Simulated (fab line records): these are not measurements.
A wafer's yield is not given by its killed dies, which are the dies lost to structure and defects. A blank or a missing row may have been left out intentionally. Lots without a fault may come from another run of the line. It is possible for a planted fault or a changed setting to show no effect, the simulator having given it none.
Problem report in the 8D (eight disciplines) form, filled by code -- flow gf180mcu -- the parts of the form that need people (team, actions taken, sign-off) are left out

## 1. WHAT WENT WRONG
Across 6 wafers from 2 lots, MVSD_TW at GF_MVSD_TW_MEAS_11 averages 1760, while fault-free wafers read 1599 with a standard deviation of 7.4. Relative to the usual mean, that is a shift of +22 standard deviations.
Seen first at day 7 13:16 on film-metro-03, wafer L367.2. The record has a number at this step for 36 wafers belonging to 12 lots. The rule behind "out" and "out of limits": a value lying over 4 standard deviations away from the usual mean. The other wafers with a number count as sound.

## 2. WHAT IT IS, AND WHAT IT ISN'T
question,is,is not
which readings at this step,MVSD_TW,-
which lots,"L367, L368","L355, L356, L357, L358, L361, L363, L370, L371, L374, L375"
which wafers of those lots,all that have a number,-
read on which gauges,"film-metro-03, film-metro-04",-
when,from day 7 13:16,"up to then (18 sound wafers); but 12 sound wafers of L370, L371, L374, L375 came after"

## 3. WHAT RULES OUT EACH SUSPECT
Counting: a tool at a process step up to the reading stays a suspect if it ran every lot that is out and no sound lot after the first of them.
- the gauge at GF_MVSD_TW_MEAS_11 is ruled out. Those wafers that are out were read across 2 gauges (film-metro-03, film-metro-04).
- implanter-01 at GF_MVSD_IMPLANT_08: kept. Every lot that is out went through it, starting with L367 (day 7 12:53), and after that it ran no sound lot; the last sound lot it ran before then is L363 (day 6 16:28). Out on those wafers are its own readings of dose-ions-cm2, faraday-current-uA.
Left after counting: implanter-01 at GF_MVSD_IMPLANT_08.

## 4. THE CAUSE (what the simulator had put in)
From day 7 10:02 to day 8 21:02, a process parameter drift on implanter-01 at GF_MVSD_IMPLANT_08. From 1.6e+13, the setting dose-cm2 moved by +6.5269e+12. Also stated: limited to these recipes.
This tool alone remained once counting was done.

## 5. THE CHAIN OF EFFECTS, in route order
Each row: a reading where the mean over the struck wafers with a number is more than 3 standard deviations away from the usual. Only readings for which the record gives a usual standard deviation are gone through. hours: the time from each lot's start at the first step in this table that gives one to its start at this step, as a median over the lots. sigmas: the change in usual standard deviations.
hours,step,reading,usual,on struck wafers,change,sigmas
0,GF_MVSD_IMPLANT_08,dose-ions-cm2,1.5999e+13,2.2520e+13,+6.5210e+12,+99 or more
0,GF_MVSD_IMPLANT_08,faraday-current-uA,90.1,126.8,+36.7,+19
0,GF_MVSD_TW_MEAS_11,MVSD_TW,1599,1760,+161,+22
88,GF_VT_IMPLANT_RS_MEAS_46,MVSD_RS,456.9 ohm/sq,387.4,-69.5,-63
Here are the process steps it includes:
- GF_MVSD_IMPLANT_08
At these later measuring or inspecting steps, every struck wafer for which the step has a row has a number for every such reading, and none has moved that far: GF_HV_LDD_TW_MEAS_38.

## 6. WHAT WOULD HAVE CAUGHT IT SOONER
In this record the first reading out of limits at a measuring or inspecting step was taken at day 7 13:16, 3 hours after the fault began at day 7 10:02.
Tool's own readings at GF_MVSD_IMPLANT_08, dose-ions-cm2, faraday-current-uA: out on all struck wafers the step has rows for; an alarm limit on them would have tripped on the first.
Of the lots that are out (2), L368 began GF_MVSD_IMPLANT_08 on implanter-01 after day 7 13:16. A tool hold placed at that time would have kept it from harm.
